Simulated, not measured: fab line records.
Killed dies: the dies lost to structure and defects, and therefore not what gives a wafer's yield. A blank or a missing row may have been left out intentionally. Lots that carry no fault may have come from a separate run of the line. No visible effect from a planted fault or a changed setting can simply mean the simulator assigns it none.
Which tool was responsible? | flow gf180mcu | 30 wafers from 10 lots sampled at 6 of the route's 602 steps

WHAT THE GAUGES READ, wafer by wafer
GF_V1_THK_MEAS_25: measures by xrf.
lot  | measured     | on            | V1_W_THK (nm)
L845 | day 18 10:44 | film metro-03 | 353 348 364
L846 | day 18 16:49 | film metro-02 | 357 359 354
L848 | day 19 12:26 | film metro-03 | 348 363 351
L854 | day 21 23:55 | film metro-03 | 357 349 355
L861 | day 24 17:41 | film metro-03 | 365 349 367
L862 | day 25 00:52 | film metro-03 | 340 354 351
L863 | day 25 15:00 | film metro-02 | 346 360 349
L864 | day 25 15:43 | film metro-03 | 362 347 348
L866 | day 26 07:35 | film metro-04 | 339 336 345
L867 | day 26 10:25 | film metro-03 | 361 345 360

GF_M2_RS_MEAS_05: a four-point-probe measurement.
lot  | measured     | on            | M2_ALCU_RS (ohm/sq)
L845 | day 18 11:19 | film metro-02 | 0.0696 0.0692 0.0701
L846 | day 18 17:24 | film metro-02 | 0.0710 0.0708 0.0696
L848 | day 19 13:01 | film metro-01 | 0.0700 0.0701 0.0705
L854 | day 22 00:29 | film metro-04 | 0.0691 0.0856 0.0830
L861 | day 24 18:18 | film metro-02 | 0.0687 0.0697 0.0700
L862 | day 25 01:26 | film metro-01 | 0.0698 0.0686 0.0694
L863 | day 25 15:35 | film metro-01 | 0.0708 0.0711 0.0694
L864 | day 25 16:18 | film metro-01 | 0.0700 0.0696 0.0689
L866 | day 26 08:10 | film metro-04 | 0.0693 0.0698 0.0698
L867 | day 26 11:16 | film metro-01 | 0.0699 0.0695 0.0695

GF_M2_THK_MEAS_06: measures by xrf.
lot  | measured     | on            | M2_ALCU_THK (nm)
L845 | day 18 11:26 | film metro-02 | 458 463 457
L846 | day 18 17:31 | film metro-02 | 451 450 460
L848 | day 19 13:08 | film metro-01 | 462 458 458
L854 | day 22 00:37 | film metro-04 | 460 374 384
L861 | day 24 18:25 | film metro-02 | 464 458 459
L862 | day 25 01:34 | film metro-01 | 461 470 464
L863 | day 25 15:42 | film metro-01 | 457 452 466
L864 | day 25 16:25 | film metro-01 | 460 463 468
L866 | day 26 08:17 | film metro-04 | 458 458 456
L867 | day 26 11:23 | film metro-01 | 459 462 463

WHICH TOOL RAN EACH LOT (tool, then ch and the chambers of the sampled wafers, then the start)
lot  | GF_V1_SPUTTER_22             | GF_M2_SPUTTER_02             | GF_M2_SPUTTER_03
L845 | pvd sputter-04, day 18 10:27 | pvd sputter-02, day 18 11:13 | pvd sputter-02, day 18 11:14
L846 | pvd sputter-04, day 18 16:33 | pvd sputter-02, day 18 17:19 | pvd sputter-02, day 18 17:20
L848 | pvd sputter-04, day 19 12:08 | pvd sputter-04, day 19 12:55 | pvd sputter-04, day 19 12:56
L854 | pvd sputter-01, day 21 23:38 | pvd sputter-02, day 22 00:24 | pvd sputter-02, day 22 00:26
L861 | pvd sputter-01, day 24 17:25 | pvd sputter-04, day 24 18:13 | pvd sputter-04, day 24 18:14
L862 | pvd sputter-04, day 25 00:35 | pvd sputter-03, day 25 01:21 | pvd sputter-03, day 25 01:23
L863 | pvd sputter-01, day 25 14:44 | pvd sputter-04, day 25 15:29 | pvd sputter-04, day 25 15:31
L864 | pvd sputter-02, day 25 15:27 | pvd sputter-03, day 25 16:13 | pvd sputter-03, day 25 16:14
L866 | pvd sputter-01, day 26 07:19 | pvd sputter-02, day 26 08:04 | pvd sputter-02, day 26 08:06
L867 | pvd sputter-04, day 26 10:08 | pvd sputter-02, day 26 11:10 | pvd sputter-02, day 26 11:11
- GF_V1_SPUTTER_22: material TiN, target thk 10 nm, time 40 s.
- GF_M2_SPUTTER_02: material AlCu, target thk 450 nm, time 23.9 s.
- GF_M2_SPUTTER_03: material Ti, target thk 10 nm, time 6.7 s.

WHAT THE TOOLS THEMSELVES READ (means of the sampled wafers that have a number; where no wafer has one, the mark that the record gives instead)
GF_V1_SPUTTER_22.
lot  | tool           | throttle valve pct (%)
L845 | pvd sputter-04 | 30.1
L846 | pvd sputter-04 | 30.5
L848 | pvd sputter-04 | 29.9
L854 | pvd sputter-01 | 30.3
L861 | pvd sputter-01 | 29.8
L862 | pvd sputter-04 | 30.4
L863 | pvd sputter-01 | 30.0
L864 | pvd sputter-02 | 30.6
L866 | pvd sputter-01 | 30.0
L867 | pvd sputter-04 | 29.8

GF_M2_SPUTTER_02.
lot  | tool           | throttle valve pct (%)
L845 | pvd sputter-02 | 30.5
L846 | pvd sputter-02 | 30.4
L848 | pvd sputter-04 | 30.2
L854 | pvd sputter-02 | 30.8
L861 | pvd sputter-04 | 29.9
L862 | pvd sputter-03 | 30.0
L863 | pvd sputter-04 | 30.0
L864 | pvd sputter-03 | 28.6
L866 | pvd sputter-02 | 30.5
L867 | pvd sputter-02 | 30.8

GF_M2_SPUTTER_03.
lot  | tool           | throttle valve pct (%)
L845 | pvd sputter-02 | 30.6
L846 | pvd sputter-02 | 30.5
L848 | pvd sputter-04 | 30.1
L854 | pvd sputter-02 | 30.9
L861 | pvd sputter-04 | 29.9
L862 | pvd sputter-03 | 29.9
L863 | pvd sputter-04 | 29.8
L864 | pvd sputter-03 | 28.6
L866 | pvd sputter-02 | 30.5
L867 | pvd sputter-02 | 30.7

THE ANSWER, worked out from the rows above alone
Rule: what is usual is taken from the lots themselves. The widest of any qualifying gaps counts: lots, ordered by their means at a reading, are off when they make up no more than a third of the lots, leave a main group of 4 or more, and stand apart from it by 3 or more times the standard deviation of that group's means. If all means in a main group match to the digits the tables above print for the reading, that group is not used. A lot without any number at a reading at which 4 lots or more have one is off too. All remaining lots with rows at the step are treated as sound. First the gauges in route order, then the tools' own readings, where a lot's mean is used as printed above. The first step at which some lot is off is used, and at that step the reading that is off furthest; a lot without a number counts as furthest.
Off: L854, at GF_M2_RS_MEAS_05 (M2_ALCU_RS). For the main group the mean is 0.0698 ohm/sq and the standard deviation 0.00042.
If a tool, at a process step before that reading, ran all the lots that are off and no sound lot after the first of them, it fits. Those tools and the gauges at GF_M2_RS_MEAS_05 are tried in the same way. No candidate that was tried fits.

WHAT HAD BEEN PUT IN BY THE SIMULATOR
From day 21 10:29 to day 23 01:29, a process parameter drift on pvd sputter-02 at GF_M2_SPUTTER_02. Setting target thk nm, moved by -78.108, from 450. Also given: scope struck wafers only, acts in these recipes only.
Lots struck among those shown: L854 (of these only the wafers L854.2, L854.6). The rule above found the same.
